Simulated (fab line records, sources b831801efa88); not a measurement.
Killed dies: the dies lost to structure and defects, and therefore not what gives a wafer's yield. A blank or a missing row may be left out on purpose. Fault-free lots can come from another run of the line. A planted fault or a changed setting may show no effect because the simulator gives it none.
8D (eight disciplines) problem report, filled in by code || flow sky130 || the parts of the form that need people (team, actions taken, sign-off) are left out

== 1. THE ISSUE ==
METAL2_ALCU_THK at SKY_METAL2_THK_MEAS_06 reads a mean of 229 nm on 1 wafer of 1 lot; wafers without a fault read 248 nm with a standard deviation of 3. That puts it -6.3 standard deviations away from the usual mean.
The step: measures by xrf.
Seen first at day 36 14:04 on film metro-03, wafer L565.1. Wafers with a number at this step in the record: 33, from 11 lots. By rule, "out" or "out of limits" means more than 4 standard deviations away from the usual mean. Any other wafer with a number is counted as sound.

== 2. WHAT IT IS; WHAT IT IS NOT ==
{"question": "which readings at this step", "is": "METAL2_ALCU_THK", "is not": "-"}
{"question": "which lots", "is": "L565", "is not": "L557, L558, L561, L573, L574, L575, L576, L577, L578, L580"}
{"question": "which wafers of those lots", "is": "L565.1", "is not": "L565.2, L565.3"}
{"question": "read on which gauges", "is": "film metro-03", "is not": "film metro-01, film metro-02"}
{"question": "when", "is": "from day 36 14:04", "is not": "up to then (11 sound wafers); but 21 sound wafers of L573, L574, L575, L576, L577, L578, L580 came after"}

== 3. SUSPECTS, AND WHAT RULES EACH OUT ==
Counting: any tool at a process step up to the reading remains a suspect provided it ran every lot that is out. Sound lots after the first of them don't rule it out here, since some wafers of a struck lot are sound.
- the gauge at SKY_METAL2_THK_MEAS_06: kept. All the wafers that are out were read on film metro-03, and no step on other tools shows them out.
- rie diel-02 at SKY_VIA1_ETCH_15 (etches SiO2 in C4F8/O2/Ar, stops on TiN, target depth 351 nm, time 54 s): kept. The lot that is out, L565, ran on it at day 36 12:26; the last sound lot it ran before that was L558, at day 34 05:47.
- cmp-02 at SKY_VIA1_CMP_24 (polishes, stops on SiO2, t overpolish 15 s, target thk 0 nm): kept. The lot that is out, L565, ran on it at day 36 13:30; the last sound lot it ran before that was L561, at day 35 10:53.
- pvd sputter-01 at SKY_METAL2_SPUTTER_04 (material TiN, target thk 70 nm, time 58.3 s): kept. It ran the lot that is out, L565 (day 36 13:53).
- In rie diel-02 at SKY_VIA1_ETCH_15, the wafers that are out were processed in chamber 0 and their sound lot-mates in chambers 1, 3.
- In cmp-02 at SKY_VIA1_CMP_24, the wafers that are out were processed in chamber 0 and their sound lot-mates in chambers 1, 2.
Left after counting: rie diel-02 at SKY_VIA1_ETCH_15, cmp-02 at SKY_VIA1_CMP_24, pvd sputter-01 at SKY_METAL2_SPUTTER_04, film metro-03 at SKY_METAL2_THK_MEAS_06.

== 4. THE CAUSE (what the simulator had put in) ==
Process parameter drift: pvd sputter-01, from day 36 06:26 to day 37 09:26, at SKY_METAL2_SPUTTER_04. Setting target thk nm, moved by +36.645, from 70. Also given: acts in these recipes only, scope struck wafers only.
4 suspects survive the count, and this tool is in that group.

== 5. THE EFFECT CHAIN, in route order ==
Each row: a reading whose mean over the struck wafers that have a number lies more than 3 standard deviations from the usual. Only readings whose record carries a usual standard deviation are examined. hours: median over the lots of the time between each lot's start at the first step of this table that gives one and its start at this step. sigmas: the change, counted in usual standard deviations.
{"hours": 0, "step": "SKY_METAL2_THK_MEAS_06", "reading": "METAL2_ALCU_THK", "usual": "248 nm", "on struck wafers": 229, "change": -19, "sigmas": -6.3}

== 6. WHAT WOULD HAVE CAUGHT IT SOONER ==
The first out-of-limits reading at a measuring or inspecting step in this record came at day 36 14:04, 8 hours after the fault's start at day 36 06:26.
Of the tool readings at SKY_METAL2_SPUTTER_04 for which the record gives a usual standard deviation, none was out on any struck wafer, so an alarm limit of 4 standard deviations on them would not have fired.
Lots out: 1; all had begun SKY_METAL2_SPUTTER_04 on pvd sputter-01 by day 36 14:04. Had the tool been put on hold then, not one of them would have been saved.
